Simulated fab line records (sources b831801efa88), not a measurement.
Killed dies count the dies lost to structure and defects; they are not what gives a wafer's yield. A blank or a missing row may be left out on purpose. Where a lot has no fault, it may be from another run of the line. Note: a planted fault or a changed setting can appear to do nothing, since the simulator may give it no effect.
fab line records + flow sky130
record
- lots=14
- wafers=41
- last-day=50
route steps=708 shown LI_CONTACT@365 LOCAL_INTERCONNECT@401 CONTACT@406
lots untouched by any fault: they come from a run of this same line in which no faults occurred
start-h: hours from the record's first day to the start of the lot's first wafer shown + wait-h: how many hours have passed since the lot's step before this one + " same as the row above + L1.1+2: several wafers, shown together as one row + - no value present, or no start provided + * or withheld: withheld + < > ~ a bound
route shown NAME@n: names a module that has steps shown in the file, with the first one's number in the route + usual: the fault-free wafers' mean and standard deviation + same: alike in all rows + chamber/n: place in a boat + sites: per-site readings + _std_site: the values' standard deviation + _edge_site: mean of outer sites minus mean of inner sites + radius-mm: for every site, how far away it sits from the centre of the wafer + mask NAME#n: copy n + behind: the last tool/chamber to shape the wafer + hold: cause of the lot's hold/its duration in hours/its outcome + device: the n, p or np transistor that did not switch + end of line: the route-end tests of the same wafers + a step given without rows: its recipe and nothing more + killed: at the first sort, the dies lost to defects and structure; wafer yield is something else + map: per-die view of a wafer (x killed, . not killed, _ where there is no die)
set.NAME: the setting the step ran with; set.NAME@STEP: the setting that earlier step ran with + model.NAME: the simulator's own value behind a step, which no gauge read
route steps across a sampled set of lots; one table per step, one row per wafer
services: the hour from which a tool's chamber was out of use, counted from the record's first day as start-h (under 0 if before that day), plus the number of hours and why
## steps
# step SKY_LI_CONTACT_BOW_MEAS_03
# recipe
- mode=bow
# usual
- LI_CONTACT_BOW=55/6.3
| lot.wafer | tool          | chamber | start-h | wait-h | LI_CONTACT_BOW[um] |
|-----------|---------------|---------|---------|--------|--------------------|
| L126.2    | film-metro-02 | -       | 648.97  | 0.2    | 59                 |
| L126.3    | "             | -       | "       | "      | 67                 |
| L126.5    | "             | -       | "       | "      | 64                 |
| L127.4    | film-metro-02 | -       | 655.16  | 0.3    | 64                 |
| L127.5    | "             | -       | "       | "      | 64                 |
| L127.6    | "             | -       | "       | "      | 56                 |
| L128.3    | film-metro-02 | -       | 661.98  | 0.2    | 49                 |
| L128.4    | "             | -       | "       | "      | 45                 |
| L128.6    | "             | -       | "       | "      | 50                 |
| L129.1    | film-metro-04 | -       | 665.47  | 0.1    | 51                 |
| L129.3    | "             | -       | "       | "      | 58                 |
| L129.6    | "             | -       | "       | "      | 53                 |
| L130.1    | film-metro-04 | -       | 689.14  | 0.2    | 45                 |
| L130.2    | "             | -       | "       | "      | 53                 |
| L130.5    | "             | -       | "       | "      | 58                 |
| L131.2    | film-metro-04 | -       | 697.26  | 0.1    | 44                 |
| L131.3    | "             | -       | "       | "      | 54                 |
| L131.6    | "             | -       | "       | "      | 60                 |
| L132.1    | film-metro-04 | -       | 700.69  | 0.2    | 55                 |
| L132.3    | "             | -       | "       | "      | 49                 |
| L132.4    | "             | -       | "       | "      | 50                 |
| L133.1    | film-metro-03 | -       | 712.40  | 0.2    | 47                 |
| L133.2    | "             | -       | "       | "      | 58                 |
| L133.3    | "             | -       | "       | "      | 64                 |
| L134.3    | film-metro-03 | -       | 722.29  | 0.1    | 53                 |
| L134.4    | "             | -       | "       | "      | 49                 |
| L134.5    | "             | -       | "       | "      | 44                 |
| L135.1    | film-metro-03 | -       | 725.39  | 0.1    | 53                 |
| L135.4    | "             | -       | "       | "      | 50                 |
| L135.6    | "             | -       | "       | "      | 44                 |
| L136.3    | film-metro-02 | -       | 731.39  | 0.2    | 59                 |
| L136.4    | "             | -       | "       | "      | 64                 |
| L136.6    | "             | -       | "       | "      | 48                 |
| L144.4    | film-metro-03 | -       | 793.21  | 0.3    | 53                 |
| L144.6    | "             | -       | "       | "      | 53                 |
| L146.1    | film-metro-04 | -       | 805.56  | 0.1    | 50                 |
| L146.2    | "             | -       | "       | "      | 58                 |
| L146.3    | "             | -       | "       | "      | 58                 |
| L148.2    | film-metro-02 | -       | 816.57  | 0.2    | 48                 |
| L148.4    | "             | -       | "       | "      | 48                 |
| L148.6    | "             | -       | "       | "      | 52                 |
# step SKY_LI_CONTACT_CD_MEAS_12
# recipe
- target-cd-nm=170
# usual
- cd-nm=169.7/1.4
| lot.wafer | tool      | chamber | start-h | wait-h | cd-nm |
|-----------|-----------|---------|---------|--------|-------|
| L126.2    | cd-sem-02 | -       | 677.93  | -      | 168.3 |
| L126.3    | "         | -       | "       | "      | 169.5 |
| L126.5    | "         | -       | "       | "      | 169.0 |
| L127.4    | cd-sem-02 | -       | 684.04  | -      | 169.0 |
| L127.5    | "         | -       | "       | "      | 166.0 |
| L127.6    | "         | -       | "       | "      | 167.2 |
| L128.3    | cd-sem-02 | -       | 689.71  | -      | 170.4 |
| L128.4    | "         | -       | "       | "      | 170.5 |
| L128.6    | "         | -       | "       | "      | 171.3 |
| L129.1    | cd-sem-02 | -       | 693.86  | -      | 168.5 |
| L129.3    | "         | -       | "       | "      | 170.3 |
| L129.6    | "         | -       | "       | "      | 170.1 |
| L130.1    | cd-sem-01 | -       | 717.88  | -      | 171.1 |
| L130.2    | "         | -       | "       | "      | 170.0 |
| L130.5    | "         | -       | "       | "      | 171.2 |
| L131.2    | cd-sem-02 | -       | 724.24  | -      | 170.2 |
| L131.3    | "         | -       | "       | "      | 170.2 |
| L131.6    | "         | -       | "       | "      | 170.6 |
| L132.1    | cd-sem-02 | -       | 728.38  | -      | 170.1 |
| L132.3    | "         | -       | "       | "      | 170.4 |
| L132.4    | "         | -       | "       | "      | 172.0 |
| L133.1    | cd-sem-01 | -       | 739.86  | -      | 166.8 |
| L133.2    | "         | -       | "       | "      | 171.1 |
| L133.3    | "         | -       | "       | "      | 168.8 |
| L134.3    | cd-sem-02 | -       | 750.62  | -      | 169.7 |
| L134.4    | "         | -       | "       | "      | 170.1 |
| L134.5    | "         | -       | "       | "      | 169.7 |
| L135.1    | cd-sem-02 | -       | 752.52  | -      | 169.6 |
| L135.4    | "         | -       | "       | "      | 170.6 |
| L135.6    | "         | -       | "       | "      | 170.8 |
| L136.3    | cd-sem-01 | -       | 759.15  | -      | 171.4 |
| L136.4    | "         | -       | "       | "      | 171.4 |
| L136.6    | "         | -       | "       | "      | 172.4 |
| L144.4    | cd-sem-02 | -       | 819.48  | -      | 169.4 |
| L144.6    | "         | -       | "       | "      | 168.7 |
| L146.1    | cd-sem-02 | -       | 831.88  | -      | 170.5 |
| L146.2    | "         | -       | "       | "      | 168.8 |
| L146.3    | "         | -       | "       | "      | 169.1 |
| L148.2    | cd-sem-02 | -       | 842.28  | -      | 167.8 |
| L148.4    | "         | -       | "       | "      | 168.5 |
| L148.6    | "         | -       | "       | "      | 168.7 |
# step SKY_LOCAL_INTERCONNECT_METAL_ETCH_14
# recipe
- target-depth-nm=110
- stop-on=PSG
- chemistry=Cl2/BCl3
- target=TiN
- resist-sidewall-deg=88
- pressure-mtorr=10
- icp-w=900
- bias-w=48.5
- Cl2_flow_sccm=60
- bcl3-flow-sccm=30
- time-s=31.4
# usual
- chamber-pressure-mTorr=9.999/0.0089
- drypump-motor-current-A=5.64/0.2
- oes-product-au=0.944/0.0073
- rf-fwd-power-W=890/4.1
- throttle-valve-pct=21.900/0.0093
| lot.wafer | tool         | chamber | start-h | wait-h | chamber-pressure-mTorr | drypump-motor-current-A | oes-product-au | rf-fwd-power-W | rf-hours-counter-h | throttle-valve-pct |
|-----------|--------------|---------|---------|--------|------------------------|-------------------------|----------------|----------------|--------------------|--------------------|
| L126.2    | rie-metal-01 | 0       | 709.19  | 0.0    | 9.982                  | 5.29                    | 0.951          | 888            | 8                  | 21.894             |
| L126.3    | "            | 0       | "       | "      | 9.999                  | 5.29                    | 0.959          | 889            | -                  | 21.897             |
| L126.5    | "            | 0       | "       | "      | 10.012                 | 5.28                    | 0.951          | 887            | -                  | 21.893             |
| L127.4    | rie-metal-01 | 1       | 714.50  | 0.0    | 10.007                 | 5.69                    | 0.951          | 893            | -                  | 21.910             |
| L127.5    | "            | 0       | "       | "      | 9.997                  | 5.30                    | 0.958          | 886            | -                  | 21.890             |
| L127.6    | "            | 1       | "       | "      | 10.011                 | 5.69                    | 0.941          | 891            | -                  | 21.894             |
| L128.3    | rie-metal-01 | 0       | 719.60  | 0.0    | 9.997                  | 5.32                    | 0.951          | 887            | -                  | 21.888             |
| L128.4    | "            | 1       | "       | "      | 10.005                 | 5.69                    | 0.942          | 886            | -                  | 21.898             |
| L128.6    | "            | 0       | "       | "      | 10.008                 | 5.29                    | 0.955          | 887            | -                  | 21.889             |
| L129.1    | rie-metal-03 | 1       | 723.49  | 0.0    | 10.002                 | 5.51                    | 0.938          | 895            | 9                  | 21.897             |
| L129.3    | "            | 1       | "       | "      | 9.989                  | 5.52                    | 0.939          | 899            | -                  | 21.917             |
| L129.6    | "            | 0       | "       | "      | 10.007                 | 5.78                    | 0.940          | 895            | -                  | 21.885             |
| L130.1    | rie-metal-03 | 0       | 747.14  | 0.0    | 10.008                 | 5.78                    | 0.946          | 893            | 13                 | 21.883             |
| L130.2    | "            | 1       | "       | "      | 10.011                 | 5.53                    | 0.944          | 895            | 9                  | 21.898             |
| L130.5    | "            | 1       | "       | "      | 9.977                  | 5.52                    | 0.951          | 893            | -                  | 21.890             |
| L131.2    | rie-metal-01 | 1       | 753.39  | 0.0    | 9.978                  | 5.69                    | 0.948          | 890            | 1                  | 21.888             |
| L131.3    | "            | 1       | "       | "      | 9.991                  | 5.71                    | 0.938          | 886            | -                  | 21.908             |
| L131.6    | "            | 1       | "       | "      | 9.998                  | 5.69                    | 0.932          | 885            | -                  | 21.910             |
| L132.1    | rie-metal-02 | 1       | 757.49  | 0.0    | 9.993                  | 5.69                    | 0.947          | 891            | 12                 | 21.893             |
| L132.3    | "            | 1       | "       | "      | 9.985                  | 5.71                    | 0.946          | 894            | -                  | 21.904             |
| L132.4    | "            | 0       | "       | "      | 9.998                  | 5.93                    | 0.947          | 884            | -                  | 21.913             |
| L133.1    | rie-metal-02 | 0       | 768.81  | 0.1    | 9.996                  | 5.95                    | 0.937          | 884            | 9                  | 21.910             |
| L133.2    | "            | 1       | "       | "      | 10.016                 | 5.68                    | 0.938          | 893            | 12                 | 21.906             |
| L133.3    | "            | 0       | "       | "      | 9.999                  | 5.94                    | 0.937          | 885            | -                  | 21.910             |
| L134.3    | rie-metal-02 | 1       | 779.25  | 0.0    | 9.997                  | 5.71                    | 0.956          | 888            | -                  | 21.908             |
| L134.4    | "            | 0       | "       | "      | 9.990                  | 5.94                    | 0.954          | 893            | -                  | 21.892             |
| L134.5    | "            | 1       | "       | "      | 9.996                  | 5.70                    | 0.948          | 886            | -                  | 21.896             |
| L135.1    | rie-metal-03 | 1       | 781.05  | 0.0    | 9.997                  | 5.53                    | 0.945          | 893            | 11                 | 21.890             |
| L135.4    | "            | 0       | "       | "      | 10.003                 | 5.81                    | 0.949          | 889            | -                  | 21.907             |
| L135.6    | "            | 1       | "       | "      | 10.008                 | 5.52                    | 0.951          | 893            | -                  | 21.898             |
| L136.3    | rie-metal-01 | 0       | 787.75  | 0.0    | 9.998                  | 5.29                    | 0.937          | 886            | -                  | 21.912             |
| L136.4    | "            | 1       | "       | "      | 9.987                  | 5.70                    | 0.949          | 892            | -                  | 21.903             |
| L136.6    | "            | 1       | "       | "      | 9.995                  | 5.71                    | 0.939          | 897            | -                  | 21.897             |
| L144.4    | rie-metal-03 | 1       | 847.30  | 0.1    | 9.998                  | 5.51                    | 0.855          | 888            | -                  | 21.967             |
| L144.6    | "            | 1       | "       | "      | 9.993                  | 5.53                    | 0.942          | 896            | -                  | 21.900             |
| L146.1    | rie-metal-03 | 0       | 859.20  | 0.0    | 10.001                 | 5.80                    | 0.833          | 892            | 0                  | 21.998             |
| L146.2    | "            | 1       | "       | "      | 9.992                  | 5.53                    | 0.945          | 894            | 14                 | 21.896             |
| L146.3    | "            | 1       | "       | "      | 10.008                 | 5.54                    | 0.949          | 889            | -                  | 21.891             |
| L148.2    | rie-metal-01 | 1       | 869.75  | 0.0    | 10.016                 | 5.68                    | 0.944          | 889            | 6                  | 21.907             |
| L148.4    | "            | 0       | "       | "      | 10.005                 | 5.28                    | 0.938          | 889            | -                  | 21.895             |
| L148.6    | "            | 0       | "       | "      | 9.992                  | 5.29                    | 0.935          | 887            | -                  | 21.908             |
# step SKY_LOCAL_INTERCONNECT_STRIP_15
# recipe
- chemistry=O2/N2
- power-w=1400
- pressure-mtorr=1500
- platen-temp-c=withheld
- o2-flow-sccm=3000
- n2-flow-sccm=300
- overash-fraction=0.5
# usual
- chamber-pressure-mTorr=1500.1/1.3
- drypump-motor-current-A=5.9/0.58
- oes-product-au=0.427/0.0047
- strip-time-to-endpoint-s=4.724/0.023
| lot.wafer | tool            | chamber | start-h | wait-h | chamber-pressure-mTorr | drypump-motor-current-A | oes-product-au | rf-hours-counter-h | strip-time-to-endpoint-s |
|-----------|-----------------|---------|---------|--------|------------------------|-------------------------|----------------|--------------------|--------------------------|
| L126.2    | plasma-asher-01 | 0       | 709.24  | 0.0    | 1500.1                 | 6.6                     | 0.423          | 59                 | 4.704                    |
| L126.3    | "               | 0       | "       | "      | 1501.9                 | 6.6                     | 0.423          | -                  | 4.712                    |
| L126.5    | "               | 0       | "       | "      | 1499.1                 | 6.6                     | 0.424          | -                  | 4.709                    |
| L127.4    | plasma-asher-01 | 0       | 714.57  | 0.1    | 1500.0                 | 6.5                     | 0.431          | -                  | 4.742                    |
| L127.5    | "               | 0       | "       | "      | 1499.7                 | 6.6                     | 0.422          | -                  | 4.733                    |
| L127.6    | "               | 1       | "       | "      | 1498.5                 | 5.4                     | 0.426          | -                  | 4.744                    |
| L128.3    | plasma-asher-04 | 0       | 719.67  | 0.1    | 1499.5                 | 5.3                     | 0.430          | -                  | 4.692                    |
| L128.4    | "               | 1       | "       | "      | 1499.3                 | 5.3                     | 0.434          | -                  | 4.724                    |
| L128.6    | "               | 1       | "       | "      | 1502.7                 | 5.3                     | 0.420          | -                  | 4.714                    |
| L129.1    | plasma-asher-03 | 1       | 723.54  | 0.0    | 1499.8                 | 5.3                     | 0.428          | 90                 | 4.742                    |
| L129.3    | "               | 1       | "       | "      | 1500.1                 | 5.3                     | 0.427          | -                  | 4.737                    |
| L129.6    | "               | 1       | "       | "      | 1500.2                 | 5.4                     | 0.422          | -                  | 4.764                    |
| L130.1    | plasma-asher-03 | 0       | 747.19  | 0.0    | 1500.0                 | 6.5                     | 0.424          | 93                 | 4.724                    |
| L130.2    | "               | 1       | "       | "      | 1499.0                 | 5.4                     | 0.431          | 93                 | 4.716                    |
| L130.5    | "               | 1       | "       | "      | 1498.5                 | 5.4                     | 0.422          | -                  | 4.702                    |
| L131.2    | plasma-asher-03 | 0       | 753.44  | 0.0    | 1502.1                 | 6.5                     | 0.425          | 94                 | 4.770                    |
| L131.3    | "               | 0       | "       | "      | 1501.5                 | 6.4                     | 0.427          | -                  | 4.712                    |
| L131.6    | "               | 0       | "       | "      | 1500.9                 | 6.5                     | 0.427          | -                  | 4.729                    |
| L132.1    | plasma-asher-01 | 1       | 757.54  | 0.0    | 1500.7                 | 5.4                     | 0.426          | 62                 | 4.777                    |
| L132.3    | "               | 1       | "       | "      | 1500.7                 | 5.4                     | 0.429          | -                  | 4.745                    |
| L132.4    | "               | 0       | "       | "      | 1500.2                 | 6.6                     | 0.429          | -                  | 4.736                    |
| L133.1    | plasma-asher-01 | 1       | 768.88  | 0.0    | 1498.7                 | 5.4                     | 0.429          | 63                 | 4.732                    |
| L133.2    | "               | 0       | "       | "      | 1501.5                 | 6.6                     | 0.419          | 63                 | 4.742                    |
| L133.3    | "               | 0       | "       | "      | 1499.4                 | 6.6                     | 0.423          | -                  | 4.737                    |
| L134.3    | plasma-asher-03 | 1       | 779.32  | 0.1    | 1501.7                 | 5.4                     | 0.432          | -                  | 4.748                    |
| L134.4    | "               | 0       | "       | "      | 1498.7                 | 6.4                     | 0.430          | -                  | 4.742                    |
| L134.5    | "               | 0       | "       | "      | 1502.1                 | 6.4                     | 0.425          | -                  | 4.751                    |
| L135.1    | plasma-asher-03 | 1       | 781.10  | 0.0    | 1500.6                 | 5.3                     | 0.419          | 96                 | 4.712                    |
| L135.4    | "               | 1       | "       | "      | 1501.8                 | 5.3                     | 0.431          | -                  | 4.730                    |
| L135.6    | "               | 0       | "       | "      | 1500.0                 | 6.4                     | 0.422          | -                  | 4.710                    |
| L136.3    | plasma-asher-01 | 1       | 787.82  | 0.1    | 1501.3                 | 5.4                     | 0.433          | -                  | 4.702                    |
| L136.4    | "               | 0       | "       | "      | 1500.2                 | 6.6                     | 0.430          | -                  | 4.722                    |
| L136.6    | "               | 0       | "       | "      | 1500.6                 | 6.6                     | 0.427          | -                  | 4.719                    |
| L144.4    | plasma-asher-01 | 1       | 847.39  | 0.1    | 1502.6                 | 5.4                     | 0.432          | -                  | 4.822                    |
| L144.6    | "               | 1       | "       | "      | 1500.5                 | 5.4                     | 0.427          | -                  | 4.686                    |
| L146.1    | plasma-asher-01 | 1       | 859.25  | 0.0    | 1500.1                 | 5.4                     | 0.430          | 72                 | 4.844                    |
| L146.2    | "               | 0       | "       | "      | 1498.6                 | 6.6                     | 0.433          | 72                 | 4.669                    |
| L146.3    | "               | 1       | "       | "      | 1497.8                 | 5.4                     | 0.425          | -                  | 4.682                    |
| L148.2    | plasma-asher-03 | 0       | 869.80  | 0.0    | 1502.5                 | 6.5                     | 0.432          | 104                | 4.739                    |
| L148.4    | "               | 1       | "       | "      | 1501.1                 | 5.3                     | 0.426          | -                  | 4.714                    |
| L148.6    | "               | 1       | "       | "      | 1502.5                 | 5.3                     | 0.422          | -                  | 4.726                    |
# step SKY_CONTACT_CVD_00
# recipe
- material=Si3N4
- target-thk-nm=75
- temp-c=400
- time-s=withheld
- rf-w=450
# usual
- heater-power-w=746/140
- rf-fwd-power-W=443.9/2.4
| lot.wafer | tool     | chamber | start-h | wait-h | heater-power-w | rf-fwd-power-W |
|-----------|----------|---------|---------|--------|----------------|----------------|
| L126.2    | pecvd-02 | 0       | 709.84  | 0.0    | 595            | 441.2          |
| L126.3    | "        | 1       | "       | "      | 823            | 441.8          |
| L126.5    | "        | 2       | "       | "      | 650            | 444.0          |
| L127.4    | pecvd-03 | 1       | 715.15  | 0.0    | 999            | 445.6          |
| L127.5    | "        | 2       | "       | "      | 880            | 444.6          |
| L127.6    | "        | 0       | "       | "      | 808            | 446.2          |
| L128.3    | pecvd-02 | 2       | 720.23  | 0.0    | 613            | 444.3          |
| L128.4    | "        | 1       | "       | "      | 697            | 445.0          |
| L128.6    | "        | 0       | "       | "      | 578            | 439.9          |
| L129.1    | pecvd-01 | 0       | 724.17  | 0.0    | 763            | 438.7          |
| L129.3    | "        | 2       | "       | "      | 587            | 445.7          |
| L129.6    | "        | 1       | "       | "      | 551            | 442.6          |
| L130.1    | pecvd-03 | 2       | 747.78  | 0.0    | 961            | 447.8          |
| L130.2    | "        | 1       | "       | "      | 1053           | 444.7          |
| L130.5    | "        | 0       | "       | "      | 786            | 445.3          |
| L131.2    | pecvd-02 | 2       | 754.04  | 0.0    | 667            | 441.5          |
| L131.3    | "        | 1       | "       | "      | 759            | 443.6          |
| L131.6    | "        | 2       | "       | "      | 665            | 444.2          |
| L132.1    | pecvd-01 | 1       | 758.16  | 0.0    | 637            | 443.9          |
| L132.3    | "        | 2       | "       | "      | 649            | 445.3          |
| L132.4    | "        | 2       | "       | "      | 666            | 447.2          |
| L133.1    | pecvd-01 | 1       | 769.51  | 0.0    | 608            | 443.3          |
| L133.2    | "        | 2       | "       | "      | 655            | 445.2          |
| L133.3    | "        | 0       | "       | "      | 770            | 439.4          |
| L134.3    | pecvd-01 | 1       | 779.89  | 0.0    | 623            | 442.7          |
| L134.4    | "        | 0       | "       | "      | 685            | 441.7          |
| L134.5    | "        | 2       | "       | "      | 626            | 445.2          |
| L135.1    | pecvd-03 | 2       | 781.69  | 0.0    | 858            | 443.3          |
| L135.4    | "        | 2       | "       | "      | 855            | 445.6          |
| L135.6    | "        | 0       | "       | "      | 827            | 445.4          |
| L136.3    | pecvd-02 | 0       | 788.39  | 0.0    | 684            | 441.4          |
| L136.4    | "        | 0       | "       | "      | 709            | 441.9          |
| L136.6    | "        | 1       | "       | "      | 702            | 441.8          |
| L144.6    | pecvd-02 | 0       | 847.96  | 0.0    | 672            | 441.9          |
| L146.2    | pecvd-01 | 1       | 859.85  | 0.0    | 638            | 442.0          |
| L146.3    | "        | 2       | "       | "      | 681            | 445.4          |
| L148.2    | pecvd-03 | 1       | 870.40  | 0.0    | 964            | 448.0          |
| L148.4    | "        | 0       | "       | "      | 813            | 446.2          |
| L148.6    | "        | 2       | "       | "      | 865            | 442.7          |
## services
| tool            | chamber | start-h | hours | kind           |
|-----------------|---------|---------|-------|----------------|
| pecvd-01        | -       | 696.82  | 1.7   | repair         |
| pecvd-02        | -       | 701.06  | 2.8   | pm             |
| plasma-asher-04 | -       | 702.76  | 2.8   | pm             |
| plasma-asher-01 | -       | 719.23  | 14.6  | pm             |
| plasma-asher-04 | -       | 733.75  | 9.0   | pm             |
| plasma-asher-01 | -       | 733.80  | 2.8   | pm             |
| pecvd-02        | -       | 734.86  | 1.5   | repair         |
| rie-metal-02    | 1       | 741.22  | 14.1  | repair         |
| rie-metal-01    | -       | 743.29  | 0.3   | repair         |
| plasma-asher-04 | -       | 750.63  | 6.0   | repair         |
| rie-metal-03    | -       | 755.92  | 0.2   | repair         |
| rie-metal-01    | 0       | 767.54  | 4.8   | repair         |
| plasma-asher-03 | -       | 768.12  | 8.2   | repair         |
| pecvd-02        | 0       | 770.06  | 12.6  | repair         |
| plasma-asher-03 | -       | 783.98  | 2.8   | pm             |
| rie-metal-02    | -       | 794.70  | 14.6  | pm             |
| rie-metal-01    | -       | 794.96  | 4.0   | pm             |
| rie-metal-03    | 1       | 826.69  | 6.6   | repair         |
| rie-metal-03    | 0       | 833.27  | -     | clean          |
| rie-metal-03    | 0       | 833.27  | 15.1  | scheduled-down |
| rie-metal-03    | 0       | 833.27  | 15.1  | vent-cycle     |
| pecvd-02        | -       | 848.42  | 28.1  | pm             |
| pecvd-01        | 0       | 854.56  | -     | clean          |
| rie-metal-01    | -       | 864.21  | 2.8   | pm             |
## key
first-sign
- step=SKY_LOCAL_INTERCONNECT_METAL_ETCH_14
- reading=oes-product-au
- direction=down
- sigmas=14
- usual=0.944
- struck=0.844
effect
- step=SKY_LOCAL_INTERCONNECT_METAL_ETCH_14
- reading=throttle-valve-pct
- direction=up
- sigmas=8.8
- usual=21.900
- struck=21.983
effect
- step=SKY_LOCAL_INTERCONNECT_STRIP_15
- reading=strip-time-to-endpoint-s
- direction=up
- sigmas=4.7
- usual=*
- struck=*
met-at SKY_LOCAL_INTERCONNECT_METAL_ETCH_14
struck-lots L144,L146
struck-wafers L144.4,L146.1
later-rows-left-out L144.4,L146.1
sort-left-out L144.4,L146.1
tester-left-out L144,L146
not-acting-at SKY_LI_CONTACT_BOW_MEAS_03,SKY_LI_CONTACT_CD_MEAS_12,SKY_CONTACT_CVD_00
onset-between 781.05 847.30
fault
- kind=process-parameter-drift
- tool=rie-metal-03
- chamber=-
- onset-h=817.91
- steps=SKY_LOCAL_INTERCONNECT_METAL_ETCH_14
- channel=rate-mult
- offset=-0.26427
- shape=step
- end-h=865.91
- scope=struck-wafers-only
# tester-left-out: of these lots the tester's yield and bins aren't shown, on N5 and GAA mostly nor the transistor test; their killed dies are dies lost to structure and defects alone, not to doping, threshold or leakage, so they don't give the yield
# sort-left-out: the simulated sort isn't trusted on such a fault, so these wafers' sort isn't shown, and their yield isn't known
# later-rows-left-out: the simulator's readings of these wafers behind a module that went badly wrong aren't trusted and aren't shown, but for the sort
